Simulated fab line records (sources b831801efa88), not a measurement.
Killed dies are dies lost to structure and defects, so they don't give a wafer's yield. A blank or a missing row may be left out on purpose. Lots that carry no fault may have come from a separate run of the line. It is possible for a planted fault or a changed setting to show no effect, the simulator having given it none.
2 desks, one fault / flow sky130 / each desk holds nothing but its own numbers, with what lay behind them at the end

FROM THE METROLOGY DESK
Lot by lot, what the gauges showed, no matter which tool ran the lot: averages of those sampled wafers that carry a number. The brackets show how far a lot's mean lies from the usual mean; more than 4 standard deviations puts the lot out of limits, marked OUT.
Columns: A = VIA1_W_RS at SKY_VIA1_RS_MEAS_22, usual 0.426 ohm/sq; B = VIA1_W_THK at SKY_VIA1_THK_MEAS_23, usual 258 nm
lot=L831; first seen here=day 33 08:46; A=0.427; B=256
lot=L835; first seen here=day 35 06:32; A=0.427; B=257
lot=L837; first seen here=day 35 23:17; A=0.438; B=249
lot=L839; first seen here=day 36 10:08; A=0.450 (+7.0) OUT; B=246
lot=L840; first seen here=day 36 17:16; A=0.440 (+4.1) OUT; B=250
lot=L843; first seen here=day 37 08:40; A=0.427; B=256
lot=L848; first seen here=day 39 00:29; A=0.427; B=254
lot=L851; first seen here=day 41 01:25; A=0.428; B=261
lot=L849; first seen here=day 41 02:06; A=0.428; B=256
lot=L852; first seen here=day 41 02:23; A=0.423; B=265
lot=L853; first seen here=day 41 04:55; A=0.430; B=260
This desk finds L839, L840 out of limits, with the earliest case on L839 at day 36 10:08 (VIA1_W_RS at SKY_VIA1_RS_MEAS_22). L831, L835, L837, L843, L848, L851, L849, L852, L853 stayed within limits.

FOR THE TOOL OWNER'S DESK: cvd w-02
The tool's own readings at SKY_VIA1_CVD_21 (deposits W, target thk 270 nm, time 80.902 s): means of the sampled wafers that have a number, for each lot that ran on this tool. The brackets show how far a lot's mean lies from the usual mean; more than 4 standard deviations puts the lot out of limits, marked OUT.
Columns: A = heater power w at SKY_VIA1_CVD_21, usual 814 W
lot=L835; first seen here=day 35 06:26; A=816
lot=L837; first seen here=day 35 23:11; A=812
lot=L839; first seen here=day 36 10:02; A=816
lot=L840; first seen here=day 36 17:10; A=835
lot=L851; first seen here=day 41 01:20; A=777
lot=L852; first seen here=day 41 02:18; A=793
lot=L853; first seen here=day 41 04:49; A=770
This desk's finding: nothing out of limits on any of the 7 lots.

BROUGHT TOGETHER
The metrology desk could have raised an alarm at day 36 10:08, on L839, L840.
The tool owner's desk saw nothing out of limits.
Tool owner's desk: L839, L840 on record, inside its limits.
SKY_VIA1_CVD_21 was run on cvd w-02 by each of the lots named.

WHAT THE SIMULATOR HAD PUT IN
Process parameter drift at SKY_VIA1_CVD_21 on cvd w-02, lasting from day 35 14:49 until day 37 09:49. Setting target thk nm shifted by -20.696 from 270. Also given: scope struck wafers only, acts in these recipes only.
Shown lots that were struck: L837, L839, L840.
Delay in hours, fault start to first out-of-limits reading, per desk: metrology desk 19.
